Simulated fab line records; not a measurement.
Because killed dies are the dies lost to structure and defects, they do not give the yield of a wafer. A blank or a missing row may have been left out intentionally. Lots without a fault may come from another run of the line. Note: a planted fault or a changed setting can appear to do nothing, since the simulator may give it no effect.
Comparing a struck lot with a sound one | flow gf180mcu | 28 out of 602 route steps
Sound: the wafers L384.3, L384.4, L384.6. Struck: wafer L376.5 (left out: L376.1, a lot-mate that was not struck); the cause follows at the end.
Per side, at each step with rows, come the tool, then ch with its chambers, and then its first start. Under that, the readings that differ: sound wafers | struck wafers | difference of the means | sigmas: that difference in standard deviations of wafers without a fault.
alike: readings with means less than 2 such deviations apart, plus words and numbers identical on both sides. not compared: withheld readings, readings lacking a value on some wafer, bounds such as >300 that could conceal the same value, and numbers that have no deviation in the record and whose values overlap.
The two part at a step that has a row with sigmas, a row that says differs or no value, or rows on one side only. Non-overlapping numbers with no deviation appear without sigmas and do not part them. A reading missing from all wafers of one side parts the sides only when that side holds two or more wafers.

first, 8 steps without rows for these wafers: GF_M1_PEB_12 (peb time 90 s); GF_M1_DEVELOP_13 (develop time 60 s); GF_M1_METAL_ETCH_16 (etches the open film in Cl2/BCl3, stops on SiO2, target depth 750.8 nm, time 125.1 s); GF_M1_STRIP_17 (strips in O2/N2); GF_M1_STRIP_18 (strips in post etch residue remover, time 1200 s); GF_M1_CLEAN_19 (cleans in DIW); GF_V1_CVD_00 (deposits SiO2, target thk 600 nm, time 100 s); GF_V1_CVD_02 (deposits SiO2 from TEOS, target thk 850 nm, time 94.851 s).
GF_V1_CMP_04: polishes SiO2.
  sound on cmp-01 ch 1,2, day 23 06:19; struck on cmp-02 ch 2, day 20 15:34
  reading                             | sound           | struck | difference | sigmas
  time-to-endpoint-s (s)              | 77 78 83        | 109    | +30        | +6
  model.SiO2_of_V1_CVD_02.thk-nm (nm) | 632.9 632 633.4 | 568.6  | -64.2      |
  alike: motor-current-A, retaining-ring-pressure-frac, slurry-flow-ml-min
then, 9 steps without rows for these wafers: GF_V1_DEHYDRATE_06 (time 60 s); GF_V1_HMDS_07 (prime time 60 s); GF_V1_COAT_08; GF_V1_COAT_09 (resist thk 1000 nm); GF_V1_SOFTBAKE_10 (time 60 s); GF_V1_EXPOSE_11 (exposes mask Via1, target cd 260 nm); GF_V1_PEB_12 (peb time 90 s); GF_V1_DEVELOP_13 (develop time 60 s); GF_V1_ETCH_16 (etches BARC in N2/H2).
GF_V1_ETCH_17: etches SiO2 in C4F8/O2/Ar, stops on TiN, target depth 630 nm.
  sound on rie-diel-01 ch 1,2,3; struck on rie-diel-01 ch 0
  reading                        | sound             | struck | difference | sigmas
  oes-product-au (a.u.)          | 0.861 0.858 0.855 | 0.795  | -0.063     | -14
  model.V1.feature-depth-nm (nm) | 632.9 632 633.4   | 568.6  | -64.2      |
  model.etch.depth-nm (nm)       | 632.9 632 633.4   | 568.6  | -64.2      |
  alike: chamber-pressure-mTorr
then, 6 steps without rows for these wafers: GF_V1_STRIP_18 (strips in O2/N2); GF_V1_STRIP_19 (strips in post etch residue remover, time 1200 s); GF_V1_CLEAN_20 (cleans in DIW); GF_V1_SPUTTER_21 (material Ti, target thk 15 nm, time 80.02 s); GF_V1_SPUTTER_22 (material TiN, target thk 10 nm, time 40 s); GF_V1_CVD_23 (deposits W, target thk 350 nm, time 105.05 s).
GF_V1_CMP_26: polishes, stops on SiO2, t overpolish 15 s, target thk 0 nm.
  sound on cmp-01 ch 0,1,3, day 24 05:52; struck on cmp-02 ch 2, day 21 17:03
  reading                             | sound             | struck | difference | sigmas
  motor-current-A (A)                 | 9.9 10.1 11.1     | 12.1   | +1.7       | +2
  retaining-ring-pressure-frac        | 0.999 0.999 0.997 | 1.011  | +0.013     | +2
  model.SiO2_of_V1_CVD_02.thk-nm (nm) | 629.1 628.3 629.6 | 564.9  | -64.1      |
  alike: slurry-flow-ml-min
then, 2 steps without rows for these wafers: GF_M2_SPUTTER_00 (material Ti, target thk 37.5 nm, time 150 s); GF_PASSIVATION_PROBE_99.

## WHERE THEY PART
Last at GF_V1_CMP_26 as far as this record goes, first at GF_V1_CMP_04.

WHY: what had been put in by the simulator
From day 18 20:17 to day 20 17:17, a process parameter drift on cmp-02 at GF_V1_CMP_04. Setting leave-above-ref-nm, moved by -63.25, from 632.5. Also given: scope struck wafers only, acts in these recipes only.
